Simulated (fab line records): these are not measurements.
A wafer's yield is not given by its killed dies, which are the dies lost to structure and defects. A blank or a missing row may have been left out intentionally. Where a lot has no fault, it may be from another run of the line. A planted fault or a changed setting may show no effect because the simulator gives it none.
fab line records	flow sky130
record lots=15	wafers=45	lastDay=50
route steps=708 shown METAL3@566 VIA3@597 METAL4@599
lots that met no fault: taken from a fault-free run of the same line
startH: hours from the record's first day to the start of the lot's first wafer shown	waitH: hours elapsed since this lot's preceding step	" same as the row above	L1.1+2: a row that stands for several wafers	- no value, or no start was given	* or withheld: withheld	< > ~ a bound
route shown NAME@n: names a module that has steps shown in the file, with the first one's number in the route	usual: mean/standard deviation of fault-free wafers	same: alike in all rows	chamber/n: place in a boat	sites: the reading at each site	_std_site: how widely they spread, as a standard deviation	_edge_site: inner sites' mean taken away from outer sites' mean	radiusMm: how far each site lies from the wafer's centre	mask NAME#n: copy n	behind: the tool/chamber that last shaped the wafer	hold: reason for holding the lot/hours on hold/outcome of the hold	device: transistor that didn't switch, given as n, p or np	end of line: the same wafers' tests at the end of the route	a step without rows: its recipe alone	killed: dies that structure and defects cost at the first sort, which is not the same as the wafer's yield	map: a wafer's dies, x killed, . not, _ none there
set.NAME: the setting the step ran with; set.NAME@STEP: the setting that earlier step ran with	model.NAME: the simulator's own value behind a step, which no gauge read
route steps across a sampled set of lots; one table per step, one row per wafer
services: the hour from which a tool's chamber was out of use, counted from the record's first day as startH (under 0 if before that day), plus the number of hours and why
## steps
# step SKY_METAL3_ETCH_16
# recipe chemistry=N2/H2	target=BARC	ionEnergyEv=200	biasW=100	pressureMtorr=30	n2FlowSccm=100	h2FlowSccm=200	icpW=500	stopOn=SiO2	timeS=88.2	targetDepthA=600
# usual drypumpMotorCurrentA=5.8/0.38	oesProductAu=0.625/0.0039	throttleValvePct=13.205/0.0095
lot.wafer	tool	chamber	startH	waitH	drypumpMotorCurrentA	oesProductAu	rfHoursCounterH	throttleValvePct
L233.1	rieMetal-03	0	899.54	0.0	6.1	0.621	9	13.194
L233.2	"	1	"	"	5.6	0.617	5	13.205
L233.4	"	1	"	"	5.6	0.629	-	13.201
L234.2	rieMetal-03	0	903.79	0.0	6.1	0.625	10	13.204
L234.4	"	1	"	"	5.6	0.626	-	13.194
L234.5	"	1	"	"	5.6	0.626	-	13.209
L236.2	rieMetal-02	0	916.84	0.0	6.4	0.625	11	13.213
L236.4	"	1	"	"	5.2	0.624	-	13.206
L236.5	"	0	"	"	6.4	0.619	-	13.210
L237.2	rieMetal-02	1	923.64	0.0	5.2	0.625	15	13.208
L237.3	"	0	"	"	6.3	0.627	-	13.208
L237.6	"	0	"	"	6.3	0.629	-	13.196
L238.1	rieMetal-01	0	944.38	0.0	5.6	0.628	14	13.193
L238.5	"	0	"	"	5.6	0.622	-	13.209
L238.6	"	1	"	"	6.0	0.627	-	13.209
L239.2	rieMetal-03	1	946.12	0.0	5.6	0.620	7	13.208
L239.4	"	0	"	"	6.1	0.623	-	13.198
L239.6	"	0	"	"	6.1	0.623	-	13.203
L241.2	rieMetal-02	1	974.34	0.0	5.2	0.624	18	13.220
L241.4	"	0	"	"	6.4	0.631	-	13.192
L241.5	"	0	"	"	6.3	0.623	-	13.201
L243.3	rieMetal-01	1	982.60	0.0	6.0	0.625	-	13.203
L243.5	"	1	"	"	6.0	0.626	-	13.210
L243.6	"	0	"	"	5.6	0.626	-	13.205
L242.1	rieMetal-03	0	985.45	0.0	6.1	0.620	13	13.210
L242.5	"	1	"	"	5.6	0.626	-	13.205
L242.6	"	0	"	"	6.1	0.622	-	13.201
L245.2	rieMetal-01	0	988.17	0.0	5.6	0.634	17	13.222
L245.3	"	0	"	"	5.6	0.623	-	13.201
L245.4	"	1	"	"	6.0	0.623	-	13.208
L249.1	rieMetal-02	0	1024.32	0.0	6.4	0.625	16	13.206
L249.4	"	0	"	"	6.4	0.623	-	13.195
L249.5	"	1	"	"	5.2	0.634	-	13.196
L250.2	rieMetal-03	0	1026.27	0.0	6.1	0.625	16	13.207
L250.3	"	1	"	"	5.6	0.621	-	13.203
L250.5	"	0	"	"	6.1	0.621	-	13.186
L253.1	rieMetal-03	1	1035.34	0.0	5.6	0.624	12	13.210
L253.3	"	0	"	"	6.1	0.623	-	13.210
L253.4	"	1	"	"	5.6	0.622	-	13.217
L255.1	rieMetal-01	1	1051.32	0.0	6.0	0.622	11	13.210
L255.2	"	0	"	"	5.6	0.628	21	13.201
L255.6	"	1	"	"	6.0	0.626	-	13.206
L256.3	rieMetal-03	1	1058.42	0.0	5.7	0.629	-	13.199
L256.5	"	0	"	"	6.1	0.626	-	13.216
L256.6	"	1	"	"	5.7	0.628	-	13.186
# step SKY_VIA3_CMP_24
# recipe stopOn=SiO2	tOverpolishS=20	downForcePsi=3.5	platenRpm=60	targetThkNm=0	padVelocityMS=0.94248
# usual edgeZonePressureFrac=1.000/0.0044	headPressurePsi=3.500/0.0076	motorCurrentA=11.0/1.5	overpolishRunS=20.001/0.0093	timeToEndpointS=98/4.2
lot.wafer	tool	chamber	startH	waitH	edgeZonePressureFrac	headPressurePsi	motorCurrentA	overpolishRunS	timeToEndpointS
L233.1	cmp-01	0	928.42	1.0	1.003	3.504	13.4	19.994	100
L233.2	"	2	"	"	0.996	3.500	11.9	20.007	100
L233.4	"	3	"	"	1.001	3.495	9.8	19.987	96
L234.4	cmp-02	2	931.83	0.2	0.999	3.503	9.3	20.014	95
L234.2	"	3	"	"	1.000	3.504	10.6	20.009	88
L234.5	"	1	"	"	0.996	3.498	11.1	20.004	93
L236.2	cmp-01	2	944.05	0.0	1.004	3.511	12.3	19.995	100
L236.4	"	0	"	"	1.000	3.504	14.6	19.997	107
L236.5	"	2	"	"	1.004	3.515	11.7	20.003	99
L237.3	cmp-02	0	953.04	0.2	1.000	3.508	11.9	19.993	100
L237.2	"	1	"	"	1.002	3.494	10.2	19.999	97
L237.6	"	3	"	"	0.993	3.504	10.8	20.007	93
L238.1	cmp-01	0	971.18	0.1	0.996	3.508	13.8	19.996	102
L238.6	"	2	"	"	1.009	3.481	12.3	19.990	96
L238.5	"	3	"	"	0.991	3.498	9.6	20.001	98
L239.4	cmp-01	1	972.94	0.1	1.000	3.505	10.6	19.987	96
L239.2	"	2	"	"	1.003	3.493	12.6	19.998	98
L239.6	"	0	"	"	0.999	3.495	13.0	19.983	102
L241.4	cmp-01	3	1000.45	0.1	1.004	3.507	9.8	20.006	95
L241.2	"	1	"	"	0.995	3.500	9.9	19.998	97
L241.5	"	2	"	"	1.002	3.523	11.3	19.998	98
L243.3	cmp-01	0	1008.47	0.1	-	-	-	-	-
L243.5	"	2	"	"	-	-	-	-	-
L243.6	"	3	"	"	-	-	-	-	-
L242.1	cmp-01	3	1011.16	0.2	-	-	-	-	-
L242.6	"	2	"	"	-	-	-	-	-
L242.5	"	3	"	"	-	-	-	-	-
L245.3	cmp-02	0	1014.25	0.0	-	-	-	-	-
L245.2	"	1	"	"	-	-	-	-	-
L245.4	"	2	"	"	-	-	-	-	-
L249.4	cmp-02	0	1049.85	0.4	0.998	3.498	11.7	20.014	93
L249.1	"	1	"	"	0.999	3.506	10.6	20.011	93
L249.5	"	2	"	"	0.997	3.506	9.1	19.997	94
L250.3	cmp-02	2	1050.97	0.2	0.994	3.491	9.0	19.987	94
L250.2	"	3	"	"	1.001	3.502	10.4	19.987	90
L250.5	"	0	"	"	1.005	3.514	12.8	19.992	97
L253.3	cmp-02	2	1059.82	0.1	1.005	3.501	8.6	20.006	97
L253.1	"	3	"	"	0.998	3.488	10.5	19.995	91
L253.4	"	0	"	"	0.995	3.485	11.9	19.995	97
L255.2	cmp-01	3	1075.57	0.0	1.008	3.497	9.1	19.991	101
L255.1	"	1	"	"	1.007	3.502	10.6	20.013	101
L255.6	"	3	"	"	0.998	3.500	9.7	19.980	100
L256.3	cmp-01	3	1082.43	0.1	1.003	3.497	10.4	19.984	101
L256.6	"	2	"	"	1.000	3.504	11.7	19.996	103
L256.5	"	3	"	"	0.999	3.509	10.0	20.017	95
# step SKY_METAL4_SPUTTER_01
# recipe material=TiN	targetThkNm=20	powerW=6500	timeS=16.7	chamberPressurePa=0.4
# usual throttleValvePct=30.0/0.78
lot.wafer	tool	chamber	startH	waitH	throttleValvePct
L233.1	pvdSputter-02	-	928.74	0.0	29.6
L233.2	"	-	"	"	30.3
L233.4	"	-	"	"	30.3
L234.2	pvdSputter-02	-	932.10	0.0	29.9
L234.4	"	-	"	"	30.2
L234.5	"	-	"	"	29.8
L236.2	pvdSputter-04	-	944.37	0.0	30.5
L236.4	"	-	"	"	30.3
L236.5	"	-	"	"	30.3
L237.2	pvdSputter-04	-	953.31	0.0	30.5
L237.3	"	-	"	"	28.3
L237.6	"	-	"	"	30.3
L238.1	pvdSputter-04	-	971.40	0.0	30.3
L238.5	"	-	"	"	30.4
L238.6	"	-	"	"	30.5
L239.2	pvdSputter-03	-	973.16	0.0	31.9
L239.4	"	-	"	"	32.0
L239.6	"	-	"	"	30.8
L241.2	pvdSputter-04	-	1000.72	0.0	28.9
L241.4	"	-	"	"	30.1
L241.5	"	-	"	"	30.2
L249.1	pvdSputter-04	-	1050.08	0.0	28.9
L249.4	"	-	"	"	28.2
L249.5	"	-	"	"	30.2
L250.2	pvdSputter-03	-	1051.19	0.0	31.9
L250.3	"	-	"	"	29.6
L250.5	"	-	"	"	32.0
L253.1	pvdSputter-02	-	1060.09	0.0	30.5
L253.3	"	-	"	"	30.2
L253.4	"	-	"	"	29.8
L255.1	pvdSputter-02	-	1075.89	0.0	29.9
L255.2	"	-	"	"	30.4
L255.6	"	-	"	"	29.8
L256.3	pvdSputter-02	-	1082.70	0.0	29.7
L256.5	"	-	"	"	30.1
L256.6	"	-	"	"	29.6
# step SKY_METAL4_SPUTTER_04
# recipe material=TiN	targetThkNm=70	powerW=6500	timeS=58.3	chamberPressurePa=0.4
# usual throttleValvePct=30.0/0.79
lot.wafer	tool	chamber	startH	waitH	throttleValvePct
L233.1	pvdSputter-02	-	928.83	0.0	29.7
L233.2	"	-	"	"	29.8
L233.4	"	-	"	"	30.5
L234.2	pvdSputter-02	-	932.19	0.0	29.7
L234.4	"	-	"	"	30.3
L234.5	"	-	"	"	29.6
L236.2	pvdSputter-04	-	944.46	0.0	30.3
L236.4	"	-	"	"	30.5
L236.5	"	-	"	"	30.3
L237.2	pvdSputter-04	-	953.39	0.0	30.3
L237.3	"	-	"	"	28.3
L237.6	"	-	"	"	30.3
L238.1	pvdSputter-04	-	971.49	0.0	30.3
L238.5	"	-	"	"	30.1
L238.6	"	-	"	"	30.5
L239.2	pvdSputter-03	-	973.25	0.0	31.9
L239.4	"	-	"	"	32.0
L239.6	"	-	"	"	30.6
L241.2	pvdSputter-04	-	1000.81	0.0	28.8
L241.4	"	-	"	"	30.1
L241.5	"	-	"	"	30.1
L249.1	pvdSputter-04	-	1050.16	0.0	28.6
L249.4	"	-	"	"	28.1
L249.5	"	-	"	"	30.2
L250.2	pvdSputter-03	-	1051.27	0.0	31.9
L250.3	"	-	"	"	29.5
L250.5	"	-	"	"	31.8
L253.1	pvdSputter-02	-	1060.17	0.0	30.4
L253.3	"	-	"	"	30.2
L253.4	"	-	"	"	30.1
L255.1	pvdSputter-02	-	1075.97	0.0	30.1
L255.2	"	-	"	"	30.2
L255.6	"	-	"	"	29.8
L256.3	pvdSputter-02	-	1082.79	0.0	29.5
L256.5	"	-	"	"	30.2
L256.6	"	-	"	"	29.8
## services
tool	chamber	startH	hours	kind
rieMetal-03	-	880.65	0.1	repair
rieMetal-02	-	886.63	0.2	repair
rieMetal-01	-	895.79	14.6	pm
cmp-01	-	898.87	2.4	repair
cmp-02	-	908.99	7.3	pm
pvdSputter-02	-	910.62	4.6	repair
cmp-01	-	916.47	2.9	pm
cmp-02	-	919.40	5.2	pm
cmp-02	-	924.57	4.0	pm
cmp-02	-	928.57	-	consumableReplace:conditioner
cmp-02	-	928.57	-	consumableReplace:pad
cmp-01	-	928.72	4.9	pm
cmp-02	-	929.34	0.3	repair
pvdSputter-02	-	929.41	2.2	repair
pvdSputter-03	-	975.62	0.7	repair
rieMetal-01	-	989.50	1.4	pm
pvdSputter-04	-	1010.58	3.0	repair
cmp-01	-	1037.58	17.4	pm
rieMetal-02	-	1052.29	4.3	pm
cmp-02	-	1060.88	2.2	repair
pvdSputter-02	-	1068.27	6.0	repair
rieMetal-03	-	1069.41	0.6	repair
rieMetal-02	0	1072.14	4.6	repair
cmp-02	-	1078.59	0.6	repair
## key
firstSign step=SKY_VIA3_CMP_24	reading=toolRecord	direction=missing
effect none on later readings
metAt SKY_VIA3_CMP_24
struckLots L242,L243,L245
laterRowsLeftOut L242.1,L242.5,L242.6,L243.3,L243.5,L243.6,L245.2,L245.3,L245.4
sortLeftOut L242.1,L242.5,L242.6,L243.3,L243.5,L243.6,L245.2,L245.3,L245.4
notActingAt SKY_METAL3_ETCH_16,SKY_METAL4_SPUTTER_01,SKY_METAL4_SPUTTER_04
onsetBetween 1000.45 1008.47
fault kind=skippedStepWhole	tool=cmp-01,cmp-02	chamber=-	onsetH=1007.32	steps=SKY_VIA3_CMP_24	scope=struckLotsOnly
# sortLeftOut: the simulated sort isn't trusted on such a fault, so these wafers' sort isn't shown, and their yield isn't known
# laterRowsLeftOut: the simulator's readings of these wafers behind a module that went badly wrong aren't trusted and aren't shown, but for the sort
